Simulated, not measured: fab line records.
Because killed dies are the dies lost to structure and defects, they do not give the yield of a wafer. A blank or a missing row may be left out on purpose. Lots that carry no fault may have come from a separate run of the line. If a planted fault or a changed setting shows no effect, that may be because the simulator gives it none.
fab line records	flow sky130
record: lots: 6	wafers: 18	lastDay: 49
route steps=708 shown METAL5@664 PAD_OPEN@708
lots untouched by any fault: they come from a run of this same line in which no faults occurred
startH: hours from the record's opening day to when the first of the lot's shown wafers began	waitH: hours since the lot's step before	" identical to the entry in the row above	L1.1+2: several wafers, shown together as one row	- value missing, or start not given	* or withheld: withheld	< > ~ a bound
route shown NAME@n: NAME is a module with steps in the file, n the number in the route of the first one	usual: the fault-free wafers' mean and standard deviation	same: alike in all rows	chamber/n: place in a boat	sites: each site's reading	_std_site: the standard deviation of these	_edge_site: mean of outer sites minus mean of inner sites	radiusMm: how far each site lies from the wafer's centre	mask NAME#n: copy n	behind: the most recent tool/chamber to have shaped the wafer	hold: the reason the lot was held/the length of the hold in hours/how it ended	device: the n, p or np transistor that did not switch	end of line: the route-end tests of the same wafers	where a step has no rows: the recipe by itself	killed: dies that structure and defects cost at the first sort, which is not the same as the wafer's yield	map: dies across one wafer; x = killed, . = not, _ = none there
set.NAME: the run value of the setting; set.NAME@STEP: its run value at that earlier step	model.NAME: the simulator's own value behind a step, which no gauge read
lots at some steps of the route; a table a step, a row a wafer
services: from which hour (startH, from the record's first day; less than 0 if before it) a tool's chamber was out of use, for how many hours, and why
== steps ==
step: SKY_METAL5_SPUTTER_03
recipe: material: Ti	targetThkNm: 5	powerW: 3000	timeS: 3.3	chamberPressurePa: 0.4
usual: throttleValvePct: 30.2/0.83
lot.wafer	tool	chamber	startH	waitH	throttleValvePct
L790.2	pvdSputter-01	-	1028.04	0.0	28.6
L790.3	"	-	"	"	29.2
L790.6	"	-	"	"	29.9
L798.1	pvdSputter-04	-	1080.22	0.0	30.2
L798.2	"	-	"	"	30.3
L798.4	"	-	"	"	30.2
L802.4	pvdSputter-02	-	1102.55	0.0	31.9
L802.5	"	-	"	"	31.3
L802.6	"	-	"	"	30.6
L800.1	pvdSputter-04	-	1105.12	0.0	30.2
L800.2	"	-	"	"	30.5
L800.4	"	-	"	"	29.9
L803.1	pvdSputter-01	-	1107.14	0.0	28.6
L803.5	"	-	"	"	30.3
L803.6	"	-	"	"	28.5
L801.3	pvdSputter-04	-	1108.94	0.0	30.4
L801.4	"	-	"	"	30.3
L801.5	"	-	"	"	30.0
step: SKY_METAL5_SPUTTER_04
recipe: material: TiN	targetThkNm: 70	powerW: 6500	timeS: 58.3	chamberPressurePa: 0.4
usual: throttleValvePct: 30.2/0.82
lot.wafer	tool	chamber	startH	waitH	throttleValvePct
L790.2	pvdSputter-01	-	1028.06	0.0	28.9
L790.3	"	-	"	"	29.1
L790.6	"	-	"	"	29.8
L798.1	pvdSputter-04	-	1080.24	0.0	30.1
L798.2	"	-	"	"	30.4
L798.4	"	-	"	"	30.6
L802.4	pvdSputter-02	-	1102.57	0.0	31.9
L802.5	"	-	"	"	31.4
L802.6	"	-	"	"	31.0
L800.1	pvdSputter-04	-	1105.14	0.0	30.6
L800.2	"	-	"	"	30.4
L800.4	"	-	"	"	30.3
L803.1	pvdSputter-01	-	1107.16	0.0	28.9
L803.5	"	-	"	"	30.0
L803.6	"	-	"	"	28.7
L801.3	pvdSputter-04	-	1108.96	0.0	30.4
L801.4	"	-	"	"	30.3
L801.5	"	-	"	"	30.1
step: SKY_METAL5_RS_MEAS_05
recipe: thkMeasGauge: four-point-probe	reads: TiN_of_METAL5_SPUTTER_04+Ti_of_METAL5_SPUTTER_03+AlCu_of_METAL5_SPUTTER_02+TiN_of_METAL5_SPUTTER_01+Ti_of_METAL5_SPUTTER_00
usual: METAL5_ALCU_RS: 0.0271/0.00026
lot.wafer	tool	chamber	startH	waitH	METAL5_ALCU_RS[ohm/sq]
L790.2	filmMetro-04	-	1028.13	0.0	0.02762
L790.3	"	-	"	"	0.0276
L790.6	"	-	"	"	0.02753
L798.1	filmMetro-04	-	1080.29	0.0	0.02695
L798.2	"	-	"	"	0.027
L798.4	"	-	"	"	0.02712
L802.4	filmMetro-03	-	1102.68	0.1	0.02722
L802.5	"	-	"	"	0.02709
L802.6	"	-	"	"	0.02691
L800.1	filmMetro-02	-	1105.19	0.0	0.02669
L800.2	"	-	"	"	0.02672
L800.4	"	-	"	"	0.02649
L803.1	filmMetro-04	-	1107.21	0.0	0.02693
L803.5	"	-	"	"	0.02691
L803.6	"	-	"	"	0.02698
L801.3	filmMetro-04	-	1109.05	0.1	0.02718
L801.4	"	-	"	"	0.027
L801.5	"	-	"	"	0.02709
step: SKY_METAL5_THK_MEAS_06
recipe: thkMeasGauge: xrf	reads: AlCu_of_METAL5_SPUTTER_02
usual: METAL5_ALCU_THK: 1149/15
lot.wafer	tool	chamber	startH	waitH	METAL5_ALCU_THK[nm]
L790.2	filmMetro-04	-	1028.24	0.1	1120
L790.3	"	-	"	"	1119
L790.6	"	-	"	"	1126
L798.1	filmMetro-04	-	1080.41	0.1	1151
L798.2	"	-	"	"	1153
L798.4	"	-	"	"	1146
L802.4	filmMetro-03	-	1102.77	0.1	1144
L802.5	"	-	"	"	1138
L802.6	"	-	"	"	1154
L800.1	filmMetro-02	-	1105.31	0.1	1177
L800.2	"	-	"	"	1171
L800.4	"	-	"	"	1180
L803.1	filmMetro-04	-	1107.33	0.1	1152
L803.5	"	-	"	"	1158
L803.6	"	-	"	"	1154
L801.3	filmMetro-04	-	1109.15	0.1	1143
L801.4	"	-	"	"	1157
L801.5	"	-	"	"	1147
step: SKY_METAL5_DEHYDRATE_07
recipe: tempC: 200	timeS: 60
step: SKY_METAL5_HMDS_08
recipe: primeTimeS: 60	primeTempC: 120
step: SKY_METAL5_COAT_09
recipe: resist: NOVOLAK	spinRpm: 3000	resistThkNm: 1800
step: SKY_METAL5_SOFTBAKE_10
recipe: tempC: 90	timeS: 60	resist: NOVOLAK
step: SKY_METAL5_EXPOSE_11
recipe: maskId: MM5	na: 0.6	sourceShape: conventional	sigmaOuter: 0.6	polarization: unpolarized	targetCdNm: 1600	doseMj: 190
step: SKY_METAL5_PEB_12
recipe: tempC: withheld	timeS: *	resist: NOVOLAK
step: SKY_METAL5_DEVELOP_13
recipe: resist: NOVOLAK	developer: TMAH	developTimeS: 60	devTempC: 23
step: SKY_METAL5_DESCUM_14
recipe: chemistry: O2	sourcePowerW: 150	biasPowerW: 0	pressureMtorr: 10	tempC: 40	timeS: 11
usual: drypumpMotorCurrentA: 6.03/0.24	oesProductAu: 0.996/0.0079	tempC: 39.99/0.11
lot.wafer	tool	chamber	startH	waitH	drypumpMotorCurrentA	oesProductAu	rfHoursCounterH	tempC
L790.2	rieMetal-01	0	1049.35	0.1	6.01	0.998	20	40.09
L790.3	"	1	"	"	5.97	1.004	-	39.88
L790.6	"	1	"	"	5.96	1.002	-	39.81
L798.1	rieMetal-02	1	1102.05	0.1	5.65	0.999	13	39.92
L798.2	"	0	"	"	6.15	1.001	10	40.14
L798.4	"	0	"	"	6.14	0.993	-	40.20
L802.4	rieMetal-01	0	1122.16	0.1	5.97	0.993	-	39.82
L802.5	"	0	"	"	6.00	0.994	-	39.94
L802.6	"	1	"	"	5.95	1.012	-	40.03
L800.1	rieMetal-01	0	1124.90	0.1	6.00	0.997	26	39.97
L800.2	"	1	"	"	5.95	0.993	15	39.66
L800.4	"	0	"	"	5.98	0.992	-	40.17
L803.1	rieMetal-03	0	1126.95	0.1	5.82	0.999	16	39.94
L803.5	"	1	"	"	6.38	1.012	-	39.89
L803.6	"	0	"	"	5.84	0.996	-	39.96
L801.3	rieMetal-03	1	1128.36	0.1	6.36	1.008	-	39.99
L801.4	"	0	"	"	5.83	0.984	-	40.02
L801.5	"	0	"	"	5.85	0.988	-	40.07
step: SKY_METAL5_METAL_ETCH_15
recipe: targetDepthA: 12600	stopOn: SiO2	overEtchFrac: 0.2	timeS: 252	chemistry: Cl2/BCl3	resistSidewallDeg: 86	pressureMtorr: 10	icpW: 900	biasW: 48.5	Cl2_flow_sccm: 60	bcl3FlowSccm: 30
usual: drypumpMotorCurrentA: 6.03/0.25	oesProductAu: 0.894/0.0051	overEtchFrac: 0.2/0	throttleValvePct: 22.265/0.0088
lot.wafer	tool	chamber	startH	waitH	drypumpMotorCurrentA	oesProductAu	overEtchFrac	rfHoursCounterH	throttleValvePct
L790.2	rieMetal-01	0	1049.39	0.0	5.98	0.897	0.2	20	22.263
L790.3	"	1	"	"	5.96	0.888	0.2	-	22.284
L790.6	"	1	"	"	5.96	0.895	0.2	-	22.268
L798.1	rieMetal-02	1	1102.09	0.0	5.63	0.895	0.2	13	22.268
L798.2	"	0	"	"	6.15	0.894	0.2	10	22.259
L798.4	"	0	"	"	6.14	0.897	0.2	-	22.272
L802.4	rieMetal-01	0	1122.30	0.1	5.97	0.897	0.1874	-	22.256
L802.5	"	0	"	"	5.98	0.889	0.1874	-	22.252
L802.6	"	1	"	"	5.96	0.896	0.1874	-	22.269
L800.1	rieMetal-01	0	1124.95	0.0	6.01	0.905	0.1874	26	22.260
L800.2	"	1	"	"	5.97	0.902	0.1874	15	22.241
L800.4	"	0	"	"	6.00	0.906	0.1874	-	22.265
L803.1	rieMetal-03	0	1126.99	0.0	5.81	0.889	0.2	16	22.269
L803.5	"	1	"	"	6.40	0.890	0.2	-	22.263
L803.6	"	0	"	"	5.82	0.892	0.2	-	22.279
L801.3	rieMetal-03	1	1128.46	0.1	6.39	0.898	0.2	-	22.272
L801.4	"	0	"	"	5.84	0.899	0.2	-	22.257
L801.5	"	0	"	"	5.82	0.897	0.2	-	22.277
step: SKY_METAL5_STRIP_16
recipe: chemistry: O2/N2	powerW: 1400	pressureMtorr: 1500	platenTempC: withheld	o2FlowSccm: 3000	n2FlowSccm: 300	overashFraction: 0.5
usual: drypumpMotorCurrentA: 5.7/0.42	oesProductAu: 0.710/0.0045	stripTimeToEndpointS: 13.12/0.13
lot.wafer	tool	chamber	startH	waitH	drypumpMotorCurrentA	oesProductAu	rfHoursCounterH	stripTimeToEndpointS
L790.2	plasmaAsher-01	0	1049.62	0.2	5.3	0.709	61	13.16
L790.3	"	0	"	"	5.3	0.710	-	12.91
L790.6	"	1	"	"	6.2	0.707	-	12.99
L798.1	plasmaAsher-04	0	1102.32	0.2	5.2	0.713	37	13.29
L798.2	"	1	"	"	6.0	0.715	37	13.24
L798.4	"	1	"	"	6.0	0.715	-	13.25
L802.4	plasmaAsher-03	0	1122.54	0.1	6.1	0.702	-	13.29
L802.5	"	1	"	"	5.6	0.716	-	13.41
L802.6	"	0	"	"	6.2	0.715	-	13.28
L800.1	plasmaAsher-01	0	1125.26	0.2	5.3	0.711	69	13.35
L800.2	"	1	"	"	6.2	0.708	69	13.34
L800.4	"	1	"	"	6.2	0.708	-	13.37
L803.1	plasmaAsher-01	1	1127.22	0.2	6.2	0.709	69	13.08
L803.5	"	1	"	"	6.2	0.705	-	12.97
L803.6	"	0	"	"	5.2	0.717	-	13.01
L801.3	plasmaAsher-01	0	1128.65	0.1	5.2	0.717	-	12.97
L801.4	"	1	"	"	6.2	0.714	-	13.06
L801.5	"	1	"	"	6.2	0.715	-	13.14
step: SKY_PAD_OPEN_PROBE_99
usual: defectLimitedYield: 82.3/1.8	killed_at_M0_to_M3: 44/6.9	killed_at_M4_up: 3.3/1.7	killedAtContacts: 24/5.5	killedAtFrontEnd: 16/4.5	killedAtOther: 0.2/0.46	killedDies: 87/9.1	killedOpen: 48/7.3	killedShort: 39/6.2	sort_bin_3_pad_short: 0.9/0.4	sort_bin_5_function: 10.4/1.5	sort_bin_6_memory: 6.4/1.2	sortNPass: 405/9.1	sortYieldPct: 82.3/1.8
same: grossDies: 492	killedAtBackSide: 0	sort_bin_4_leakage[%]: 0	sort_bin_8_speed[%]: 0
lot.wafer	tool	chamber	startH	waitH	defectLimitedYield[%]	killed_at_M0_to_M3	killed_at_M4_up	killedAtContacts	killedAtFrontEnd	killedAtOther	killedDies	killedOpen	killedShort	sort_bin_3_pad_short[%]	sort_bin_5_function[%]	sort_bin_6_memory[%]	sortNPass	sortYieldPct[%]
L790.2	prober-02	-	1098.42	0.1	81.5	49	5	19	18	0	91	47	44	1.0	11.8	5.7	401	81.5
L790.3	prober-02	-	1098.47	0.2	80.5	49	8	30	9	0	96	56	40	1.6	11.0	6.9	396	80.5
L790.6	prober-02	-	1098.62	0.2	79.9	58	4	25	12	0	99	60	39	0.6	13.4	6.1	393	79.9
L798.1	prober-01	-	1145.64	0.1	83.1	38	5	28	12	0	83	51	32	0.8	9.6	6.5	409	83.1
L798.2	prober-01	-	1145.69	0.1	82.9	40	3	21	20	0	84	56	28	0.8	8.1	8.1	408	82.9
L798.4	prober-01	-	1145.79	0.2	79.5	42	4	27	28	0	101	55	45	0.6	12.2	7.7	391	79.5
L803.1	prober-02	-	1168.26	0.1	82.1	39	3	28	18	0	88	56	32	0.4	11.4	6.1	404	82.1
L803.5	prober-02	-	1168.46	0.2	82.7	36	5	28	16	0	85	46	39	0.6	9.3	7.3	407	82.7
L803.6	prober-02	-	1168.51	0.2	79.9	46	3	34	14	2	99	57	42	0.8	11.6	7.7	393	79.9
L801.3	prober-02	-	1170.03	0.2	84.1	41	2	16	19	0	78	39	39	1.0	9.6	5.3	414	84.1
L801.4	prober-02	-	1170.08	0.2	81.1	52	4	23	14	0	93	57	36	1.0	10.4	7.5	399	81.1
L801.5	prober-02	-	1170.13	0.2	81.1	44	3	35	11	0	93	45	48	0	10.4	8.5	399	81.1
killed by level:class
L790.2 VIA1:geometricParticle:open=11 METAL1:geometricParticle:short=9 FIELD_ISO:geometricParticle:open=7 FIELD_ISO:geometricParticle:short=7 CONTACT:geometricParticle:open=7 METAL2:geometricParticle:short=7 VIA2:geometricParticle:open=6 VIA3:geometricParticle:open=6
L790.3 VIA1:geometricParticle:open=21 CONTACT:geometricParticle:open=11 METAL4:geometricParticle:short=8 VIA2:geometricParticle:open=7 LI_CONTACT:geometricParticle:open=5 CONTACT:geometricParticle:short=5 VIA1:geometricParticle:short=5 METAL2:geometricParticle:short=5
L790.6 VIA1:geometricParticle:open=19 LI_CONTACT:geometricParticle:open=9 VIA2:geometricParticle:open=8 CONTACT:geometricParticle:open=7 VIA3:geometricParticle:open=6 VIA1:geometricParticle:short=5 METAL1:geometricParticle:short=5 METAL2:geometricParticle:short=5
L798.1 CONTACT:geometricParticle:open=14 VIA1:geometricParticle:open=12 VIA2:geometricParticle:open=7 CONTACT:geometricParticle:short=5 LI_CONTACT:geometricParticle:open=5 VIA3:geometricParticle:open=5 POLY_GATE:geometricParticle:short=4 METAL4:geometricParticle:short=4
L798.2 VIA1:geometricParticle:open=13 VIA2:geometricParticle:open=11 LI_CONTACT:geometricParticle:open=8 FIELD_ISO:geometricParticle:open=7 CONTACT:geometricParticle:short=7 METAL2:geometricParticle:short=6 CONTACT:geometricParticle:open=5 FIELD_ISO:geometricParticle:short=4
L798.4 VIA2:geometricParticle:open=9 LI_CONTACT:geometricParticle:open=8 CONTACT:geometricParticle:open=8 VIA1:geometricParticle:open=8 FIELD_ISO:geometricParticle:open=7 POLY_GATE:geometricParticle:open=5 POLY_GATE:geometricParticle:short=4 METAL1:geometricParticle:short=4
L803.1 CONTACT:geometricParticle:open=11 VIA1:geometricParticle:open=11 LI_CONTACT:geometricParticle:open=9 METAL1:geometricParticle:short=7 FIELD_ISO:geometricParticle:open=5 VIA2:geometricParticle:open=5 VIA3:geometricParticle:open=5 POLY_GATE:geometricParticle:open=4
L803.5 VIA1:geometricParticle:open=13 CONTACT:geometricParticle:open=10 LI_CONTACT:geometricParticle:open=7 CONTACT:geometricParticle:short=7 POLY_GATE:geometricParticle:short=6 VIA3:geometricParticle:open=5 VIA3:geometricParticle:short=4 METAL4:geometricParticle:short=4
L803.6 VIA1:geometricParticle:open=15 LI_CONTACT:geometricParticle:open=9 CONTACT:geometricParticle:open=7 VIA2:geometricParticle:open=7 CONTACT:geometricParticle:short=6 LI_CONTACT:geometricParticle:short=6 METAL1:geometricParticle:open=5 FIELD_ISO:geometricParticle:short=4
L801.3 VIA1:geometricParticle:open=10 VIA3:geometricParticle:open=7 VIA3:geometricParticle:short=6 CONTACT:geometricParticle:short=6 FIELD_ISO:geometricParticle:open=5 POLY_GATE:geometricParticle:short=5 CONTACT:geometricParticle:open=5 FIELD_ISO:geometricParticle:short=4
L801.4 CONTACT:geometricParticle:open=9 VIA1:geometricParticle:open=9 VIA3:geometricParticle:open=7 METAL2:geometricParticle:short=7 VIA1:geometricParticle:short=6 VIA2:geometricParticle:open=6 LI_CONTACT:geometricParticle:open=5 FIELD_ISO:geometricParticle:open=4
L801.5 CONTACT:geometricParticle:open=12 LI_CONTACT:geometricParticle:open=9 VIA1:geometricParticle:short=8 VIA2:geometricParticle:open=6 LOCAL_INTERCONNECT:geometricParticle:short=6 VIA1:geometricParticle:open=6 POLY_GATE:geometricParticle:short=5 VIA2:geometricParticle:short=5
== services ==
tool	chamber	startH	hours	kind
pvdSputter-02	-	1006.46	2.3	repair
rieMetal-01	-	1013.32	4.3	pm
rieMetal-02	0	1050.36	7.2	repair
plasmaAsher-03	-	1050.78	12.1	pm
pvdSputter-01	-	1050.80	14.9	repair
plasmaAsher-03	-	1062.88	9.0	pm
plasmaAsher-03	0	1062.88	9.0	ventCycle
plasmaAsher-03	1	1062.88	9.0	ventCycle
rieMetal-01	1	1070.85	1.1	repair
plasmaAsher-03	0	1071.88	-	clean
plasmaAsher-03	1	1071.88	-	clean
pvdSputter-02	-	1095.48	2.1	repair
rieMetal-02	1	1102.33	3.0	repair
pvdSputter-02	-	1103.64	13.2	repair
plasmaAsher-04	-	1113.01	6.8	repair
== key ==
firstSign: step: SKY_METAL5_METAL_ETCH_15	reading: overEtchFrac	direction: down	sigmas: 99+	usual: 0.2	struck: 0.1874
effect none on later readings
metAt SKY_METAL5_METAL_ETCH_15
struckWafers L800.1,L800.2,L800.4,L802.4,L802.5,L802.6
onsetBetween 1049.39 1122.30
fault: kind: processParameterDrift	tool: rieMetal-01	chamber: -	onsetH: 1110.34	steps: SKY_METAL5_METAL_ETCH_15	channel: overEtchFrac	offset: -0.012598	shape: step	endH: 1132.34	actsIn: theseRecipesOnly	stated: 0.2
